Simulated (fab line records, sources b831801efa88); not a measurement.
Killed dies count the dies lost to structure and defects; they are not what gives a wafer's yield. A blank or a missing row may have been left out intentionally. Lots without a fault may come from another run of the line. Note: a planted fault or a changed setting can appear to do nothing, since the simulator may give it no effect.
Struck lot and sound lot, side by side :: flow sky130 :: 15 steps out of a route of 708
Sound: the wafers L493.1, L493.2, L493.5. Wafers struck: L487.1, L487.2, L487.5. The cause is named last.
At each step with rows: each side's tool, then ch and its chambers, then its first start. Under that, the readings that differ: sound wafers :: struck wafers :: difference of the means :: sigmas: that difference in standard deviations of wafers without a fault.
alike: readings whose means differ by less than 2 such deviations, and words and numbers that are the same on both sides. not compared: withheld readings, readings that some wafer has no value for, bounds like >300 that may hide the same value, and numbers for which the record gives no deviation and whose values overlap.
A row with sigmas, a row that says differs or no value, or rows on one side alone: a step with any of these is where the two part. When numbers do not overlap yet have no deviation, they are printed without sigmas and do not part them. A reading that every wafer of one side lacks parts them only if that side has two wafers or more.

SKY_CAP2M_THK_MEAS_01:
  sound on film_metro-04, day 44 02:29; struck on film_metro-01, day 42 17:33
  alike: CAP2M_CVD_00_THK
SKY_CAP2M_SPUTTER_02: material TiN, target thk 200 nm, time 166.7 s.
  sound on pvd_sputter-04, day 44 02:32; struck on pvd_sputter-01, day 42 17:37
  alike: chamber_pressure_pa, throttle_valve_pct
SKY_CAP2M_RS_MEAS_03: uses a four-point probe to measure.
  sound on film_metro-01, day 44 02:39; struck on film_metro-01, day 42 17:43
  alike: CAP2M_TIN_RS
SKY_CAP2M_THK_MEAS_04: measures by xrf.
  sound on film_metro-01, day 44 02:46; struck on film_metro-01, day 42 17:50
  alike: CAP2M_TIN_THK
then, 7 steps without rows for these wafers: SKY_CAP2M_DEHYDRATE_05 (time 60 s); SKY_CAP2M_HMDS_06 (prime time 60 s); SKY_CAP2M_COAT_07 (resist thk 1140 nm); SKY_CAP2M_SOFTBAKE_08 (time 60 s); SKY_CAP2M_EXPOSE_09 (exposes mask CAP2M, target cd 1000 nm); SKY_CAP2M_PEB_10; SKY_CAP2M_DEVELOP_11 (develop time 60 s).
SKY_CAP2M_OVL_MEAS_12:
  sound on overlay-01, day 45 00:20; struck on overlay-01, day 43 16:23
  alike: CAP2M_OVL
SKY_CAP2M_METAL_ETCH_13: etches TiN in Cl2/BCl3, stops on SiO2, target depth 220 nm, time 62.9 s.
  sound on rie_metal-04 ch 0, day 45 00:23; struck on rie_metal-03 ch 0,1, day 43 16:26
reading: oes_product_au (a.u.)
sound: 0.930 0.922 0.942
struck: 0.992 0.985 0.992
difference: +0.058
sigmas: +7

reading: rf_fwd_power_W (W)
sound: 895 896 896
struck: - - -
difference: no value on the struck wafers
sigmas: 

reading: run_length_s (s)
sound: 91.4 91.4 91.4
struck: 87.3 88.3 87.1
difference: -3.8
sigmas: -5

reading: throttle_valve_pct (%)
sound: 21.913 21.916 21.915
struck: 21.866 21.896 21.868
difference: -0.038
sigmas: -4

reading: model.NOVOLAK_of_CAP2M_COAT_07.thk_nm (nm)
sound: 992.3 989.7 989.2
struck: 999.9 1004 1006
difference: +12.9
sigmas: 
  alike: drypump_motor_current_A
  not compared: rf_hours_counter_h
SKY_CAP2M_STRIP_14: strips in O2/N2.
  sound on plasma_asher-01 ch 0,1, day 45 00:32; struck on plasma_asher-03 ch 0,1, day 43 16:31
reading: strip_time_to_endpoint_s (s)
sound: 12.64 12.61 12.60
struck: 12.72 12.78 12.80
difference: +0.15
sigmas: +4
  alike: drypump_motor_current_A, oes_product_au
  not compared: rf_hours_counter_h
-- the record jumps here: 5 days lie between the struck wafers' starts before and after (it left off in module CAP2M and takes up again in module PAD_OPEN, whose first step shown is number 708 of the route) --
SKY_PAD_OPEN_PROBE_99:
  sound on prober-01, day 49 10:31; struck on prober-01, day 48 07:31
  alike: defect_limited_yield, killed_at_M0_to_M3, killed_at_M4_up, killed_at_contacts, killed_at_front_end, killed_at_other, killed_dies, killed_open, killed_short, sort_bin_3_pad_short, sort_bin_5_function, sort_bin_6_memory, sort_n_pass, sort_yield_pct

== WHERE THEY PART ==
First at SKY_CAP2M_METAL_ETCH_13; last, within this record, at SKY_CAP2M_STRIP_14. Later steps at which nothing parts them and some readings are alike: SKY_PAD_OPEN_PROBE_99.

WHY: what had been put in by the simulator
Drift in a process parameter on rie_metal-03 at SKY_CAP2M_METAL_ETCH_13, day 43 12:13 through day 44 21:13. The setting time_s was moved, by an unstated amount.
